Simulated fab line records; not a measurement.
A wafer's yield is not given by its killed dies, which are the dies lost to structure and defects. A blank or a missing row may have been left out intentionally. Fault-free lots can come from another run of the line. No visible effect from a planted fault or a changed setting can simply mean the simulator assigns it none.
Chamber matching | flow sky130 | rie-diel-04 running SKY_METAL3_ETCH_17: 4 sister chambers
The step etches SiO2 in C4F8/O2/Ar, stops on TiN, time 3.9 s, target depth 15 nm. 8 wafers are shown with their chamber, then 9 later ones without.

## EACH WAFER AND ITS CHAMBER
wafer  | chamber | oes-product-au (a.u.)
L082.2 | 2       | 0.754
L083.4 | 0       | 0.751
L083.6 | 2       | 0.750
L089.1 | 1       | 0.754
L089.5 | 3       | 0.769
L092.1 | 1       | 0.759
L092.5 | 3       | 0.749
L092.6 | 0       | 0.764

## WAFERS WITH NO CHAMBER GIVEN
wafer  | oes-product-au (a.u.)
L094.2 | 0.747
L094.3 | 0.754
L094.4 | 0.754
L095.1 | 0.749
L095.4 | 0.762
L095.5 | 0.767
L097.1 | 0.753
L097.3 | 0.749
L097.4 | 0.749

## CHAMBER TAKEN BY EACH
wafer  | from the rows above               | in truth
L094.2 | can't be placed: 2 or 1 or 0 or 3 | 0
L094.3 | can't be placed: 2 or 1 or 0 or 3 | 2
L094.4 | can't be placed: 2 or 1 or 0 or 3 | 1
L095.1 | can't be placed: 2 or 1 or 0 or 3 | 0
L095.4 | can't be placed: 3 or 0 or 1 or 2 | 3
L095.5 | can't be placed: 3 or 0 or 1 or 2 | 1
L097.1 | can't be placed: 2 or 1 or 0 or 3 | 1
L097.3 | can't be placed: 2 or 1 or 0 or 3 | 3
L097.4 | can't be placed: 2 or 1 or 0 or 3 | 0
Correct placement for 0 of the 9. These rows do not allow placing 9 (true chamber among the candidates in 9). Number placed wrongly: 0.
How it was worked out, from the rows above alone: a wafer's distance from a chamber is the root of the sum, over the readings, of the square of ((its reading less the chamber's mean) divided by the reading's scatter). If the next closest chamber is less than 2 further off than the closest, the wafer can't be placed; otherwise it belongs to the closest. For every chamber, the mean is computed from those of its wafers that are shown. The scatter is the square root of a quotient: the sum, over the shown wafers, of each reading's squared deviation from its chamber's mean, divided by wafers minus chambers.
